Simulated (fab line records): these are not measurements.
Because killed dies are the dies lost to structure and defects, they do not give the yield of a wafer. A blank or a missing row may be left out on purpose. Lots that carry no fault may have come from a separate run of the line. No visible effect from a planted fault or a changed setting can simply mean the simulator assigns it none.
What tool caused it?	flow gf180mcu	15 lots with 45 wafers sampled at 4 steps, on a route of 602 steps

## WHAT THE GAUGES READ, wafer by wafer
GF_HV_LDD_OVL_MEAS_20. Usual: HV_LDD_01_OVL gives 0.8 nm (standard deviation 1.3).
lot	measured	on	HV_LDD_01_OVL (nm)	flag
L263	day 10 18:23	overlay-02	0.4 2.6 2.0	
L272	day 13 11:05	overlay-01	2.8 1.6 3.7	
L273	day 13 19:45	overlay-01	0.4 2.1 0.8	
L274	day 14 07:38	overlay-02	0.9 1.8 1.5	
L275	day 14 13:38	overlay-01	-0.5 0.5 0.6	
L276	day 15 04:14	overlay-01	1.5 1.1 1.3	
L277	day 15 07:20	overlay-02	1.7 1.0 0.7	
L278	day 15 12:56	overlay-02	0.5 1.2 1.2	
L279	day 15 20:46	overlay-02	2.9 -1.9 -0.4	
L280	day 16 03:09	overlay-01	0.9 1.6 -0.2	
L282	day 16 16:02	overlay-02	-0.7 1.1 0.7	
L283	day 17 02:48	overlay-02	2.4 1.6 0.7	
L284	day 17 12:39	overlay-02	-0.7 2.8 0.9	
L285	day 17 20:31	overlay-02	3.2 2.1 2.6	
L286	day 18 06:05	overlay-02	0.3 0.2 -0.6	

GF_HV_LDD_RS_MEAS_53: a four-point-probe measurement. Usual: HV_LDD_RS gives 418.5 ohm/sq (standard deviation 0.98).
lot	measured	on	HV_LDD_RS (ohm/sq)	flag
L263	day 12 09:38	film-metro-02	418.6 419.1 419.2	
L272	day 15 06:20	film-metro-04	- - -	OFF
L273	day 15 15:38	film-metro-02	- - -	OFF
L274	day 16 04:13	film-metro-03	- - -	OFF
L275	day 16 10:50	film-metro-04	418.0 418.0 417.1	
L276	day 17 04:23	film-metro-03	419.5 419.1 418.6	
L277	day 17 06:02	film-metro-02	418.3 418.1 419.6	
L278	day 17 11:28	film-metro-04	417.3 415.7 416.8	
L279	day 17 19:34	film-metro-04	419.4 419.2 419.4	
L280	day 18 03:38	film-metro-03	418.9 418.2 418.6	
L282	day 18 16:28	film-metro-03	418.7 417.5 418.7	
L283	day 19 03:51	film-metro-03	419.4 419.4 418.0	
L284	day 19 13:28	film-metro-02	419.8 419.1 419.6	
L285	day 19 21:14	film-metro-02	417.9 418.8 419.2	
L286	day 20 08:30	film-metro-02	417.6 418.1 417.8	

GF_SALICIDE_THK_MEAS_05: measures by xrf. Usual: SALICIDE_TIN_THK gives 19.76 nm (standard deviation 0.21).
lot	measured	on	SALICIDE_TIN_THK (nm)	flag
L263	day 15 02:55	film-metro-04	20.06 20.10 20.03	
L275	day 19 15:48	film-metro-02	19.79 20.09 19.76	
L276	day 20 08:27	film-metro-01	19.72 19.72 19.96	
L277	day 20 09:31	film-metro-01	19.64 19.54 19.57	
L278	day 20 15:41	film-metro-04	19.63 19.77 19.64	
L279	day 20 23:02	film-metro-02	20.04 20.01 20.10	
L280	day 21 08:10	film-metro-04	19.94 20.05 19.95	
L282	day 21 21:13	film-metro-01	19.35 19.73 19.47	
L283	day 22 08:18	film-metro-01	19.67 20.07 19.91	
L284	day 22 17:07	film-metro-04	19.94 19.68 19.81	
L285	day 23 02:11	film-metro-01	19.93 19.74 19.98	
L286	day 23 10:51	film-metro-01	20.02 19.61 19.79	

## WHICH TOOL RAN EACH LOT (tool, then ch and the chambers of the sampled wafers, then the start)
lot	GF_HV_LDD_RTA_52
L263	rtp-anneal-02 ch 0, day 12 09:34
L272	rtp-anneal-01, day 15 06:15
L273	rtp-anneal-02, day 15 15:35
L274	rtp-anneal-01, day 16 04:08
L275	rtp-anneal-02 ch 0, day 16 10:45
L276	rtp-anneal-02 ch 0, day 17 04:20
L277	rtp-anneal-01 ch 0, day 17 05:58
L278	rtp-anneal-02 ch 0, day 17 11:23
L279	rtp-anneal-02 ch 0, day 17 19:28
L280	rtp-anneal-01 ch 0, day 18 03:34
L282	rtp-anneal-01 ch 0, day 18 16:23
L283	rtp-anneal-01 ch 0, day 19 03:47
L284	rtp-anneal-01 ch 0, day 19 13:23
L285	rtp-anneal-02 ch 0, day 19 21:10
L286	rtp-anneal-01 ch 0, day 20 08:26
- GF_HV_LDD_RTA_52: time 10 s.

## AS READ BY THE TOOLS THEMSELVES (means over the sampled wafers that have a number; for cases with no such wafer, the mark the record gives instead)
GF_HV_LDD_RTA_52. Usual: anneal-temp-c-max 1004.8, standard deviation 0.97; chamber-o2-ppm 2.000, standard deviation 0.021; lamp-power-pct 33 %, standard deviation 3.5; wafer_temp_C_max 1005.1, standard deviation 2.1.
lot	tool	anneal-temp-c-max	chamber-o2-ppm	lamp-power-pct (%)	wafer_temp_C_max	flag
L263	rtp-anneal-02	1004.9	1.996	37	1002.3	
L272	rtp-anneal-01	-	-	-	-	OFF
L273	rtp-anneal-02	-	-	-	-	OFF
L274	rtp-anneal-01	-	-	-	-	OFF
L275	rtp-anneal-02	1005.3	1.994	37	1004.0	
L276	rtp-anneal-02	1004.3	1.992	37	1003.2	
L277	rtp-anneal-01	1005.2	2.001	30	1006.4	
L278	rtp-anneal-02	1004.9	2.009	37	1003.2	
L279	rtp-anneal-02	1003.8	1.992	37	1003.7	
L280	rtp-anneal-01	1005.8	2.003	30	1007.2	
L282	rtp-anneal-01	1005.2	2.003	30	1007.8	
L283	rtp-anneal-01	1004.2	2.012	30	1006.1	
L284	rtp-anneal-01	1005.5	2.006	30	1006.8	
L285	rtp-anneal-02	1004.2	2.013	37	1002.6	
L286	rtp-anneal-01	1004.8	1.990	30	1007.2	

## THE ANSWER, worked out from the rows above alone
Rule: take the mean of a lot's wafers that have a number; if it is more than 3 standard deviations from the usual mean, the lot is off. A lot without any number at a reading at which 4 lots or more have one is off too. Any other lot the step has rows for is counted as sound. Order of review: gauges by route order, followed by the tools' own readings, for which a lot's mean as printed above is used. At the first step where some lot is off, the reading lying furthest off is the one used; lots without a number count as furthest.
Off: L272, L273, L274, seen at GF_HV_LDD_RS_MEAS_53 (HV_LDD_RS). Without a number there: L272, L273, L274.
A tool fits if, at a process step before that reading, it ran every lot that is off, and no sound lot after the first of them. Not tried: the gauges at GF_HV_LDD_RS_MEAS_53; whatever is off there is also off at GF_HV_LDD_RTA_52, on other tools, and gauge error can't account for it. No candidate that was tried fits.

## WHAT THE SIMULATOR PUT IN
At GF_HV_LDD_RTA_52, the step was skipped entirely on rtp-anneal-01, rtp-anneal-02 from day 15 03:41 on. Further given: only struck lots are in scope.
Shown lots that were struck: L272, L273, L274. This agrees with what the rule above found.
